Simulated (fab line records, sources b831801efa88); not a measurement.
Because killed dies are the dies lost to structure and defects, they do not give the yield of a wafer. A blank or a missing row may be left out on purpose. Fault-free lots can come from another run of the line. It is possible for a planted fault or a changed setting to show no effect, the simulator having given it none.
The same fault as seen by 2 desks | flow gf180mcu | what lay behind the numbers comes last; until then each desk has only its own

== DESK OF THE TOOL OWNER: pecvd-01 ==
The tool's own readings at GF_PASSIVATION_CVD_00 (deposits SiO2 from TEOS, target thk 1000 nm, time 111.95 s): means of the sampled wafers that have a number, for each lot that ran on this tool. A lot is out of limits, marked OUT, if its mean lies more than 4 standard deviations from the usual mean; the brackets give that distance.
Columns: A = heater_power_w at GF_PASSIVATION_CVD_00, usual 630 W
lot  | first seen here | A
L963 | day 30 08:54    | 636
L965 | day 31 03:56    | 647
L974 | day 33 07:06    | 604
L975 | day 33 08:07    | 665
This desk's finding: nothing out of limits on any of the 4 lots.

== FROM THE METROLOGY DESK ==
What the gauges read, lot by lot, whatever tool the lot ran on: means of the sampled wafers that have a number. A lot is out of limits, marked OUT, if its mean lies more than 4 standard deviations from the usual mean; the brackets give that distance.
Columns: A = V5_W_RS at GF_V5_RS_MEAS_24, usual 0.331 ohm/sq
lot  | first seen here | A
L957 | day 27 14:29    | 0.334
L958 | day 27 17:29    | 0.328
L959 | day 28 01:07    | 0.330
L961 | day 29 09:17    | 0.331
L963 | day 29 12:43    | 0.326
L965 | day 30 08:27    | 0.330
L967 | day 30 12:08    | 0.326
L974 | day 32 13:57    | 0.329
L975 | day 32 14:16    | 0.332
L976 | day 33 06:27    | 0.331
L978 | day 33 11:56    | 0.335
L977 | day 33 13:19    | 0.329
L979 | day 33 16:05    | 0.327
This desk's finding: nothing out of limits on any of the 13 lots.

== BROUGHT TOGETHER ==
The desk of the tool owner found nothing out of limits.
From the metrology desk's view, nothing was out of limits.

== WHAT THE SIMULATOR PUT IN ==
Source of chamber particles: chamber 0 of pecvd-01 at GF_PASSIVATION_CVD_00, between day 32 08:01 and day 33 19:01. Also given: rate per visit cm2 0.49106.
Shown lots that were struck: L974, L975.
